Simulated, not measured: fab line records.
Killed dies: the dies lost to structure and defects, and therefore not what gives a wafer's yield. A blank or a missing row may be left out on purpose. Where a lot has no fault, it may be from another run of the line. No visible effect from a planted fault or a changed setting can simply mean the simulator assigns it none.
Which tool is to blame? | flow gf180mcu | at 1 step of a route of 602, 7 lots with 21 wafers sampled

== WHAT THE GAUGES SHOWED, per wafer ==
GF_TOP_METAL_CD_MEAS_14: the cd target is 440 nm.
lot  | measured     | on        | cd nm (nm)
L347 | day 28 22:29 | cd sem-01 | 444.3 442.2 442.0
L350 | day 29 19:37 | cd sem-02 | 440.7 440.6 440.0
L352 | day 30 13:54 | cd sem-01 | 445.8 444.1 443.7
L356 | day 31 16:16 | cd sem-02 | 438.6 439.6 438.6
L359 | day 32 12:53 | cd sem-01 | 441.5 442.2 444.0
L363 | day 33 08:01 | cd sem-01 | 443.2 443.1 440.3
L367 | day 34 07:26 | cd sem-01 | 439.2 438.6 440.3

== WHAT TOOL EACH LOT RAN ON (gives the tool, then ch and the chambers of the sampled wafers, and finally the start) ==
The record holds no process step before these readings.

== THE ANSWER, worked out from the rows above alone ==
Rule: the lots themselves supply what counts as usual. Put in order of their means at a reading, lots are off if they are a third of the lots or fewer, leave a main group of 4 or more, and stand apart from it by a gap of 3 or more times the standard deviation of the main group's means; of several such gaps the widest counts. The tables above print the reading to a certain number of digits; a main group whose means all agree to those digits is not used. A lot without any number at a reading at which 4 lots or more have one is off too. Where the step has rows for the other lots, those lots are counted as sound.
Nothing can be told from this: no lot is off at any reading shown.

== WHAT HAD BEEN PUT IN BY THE SIMULATOR ==
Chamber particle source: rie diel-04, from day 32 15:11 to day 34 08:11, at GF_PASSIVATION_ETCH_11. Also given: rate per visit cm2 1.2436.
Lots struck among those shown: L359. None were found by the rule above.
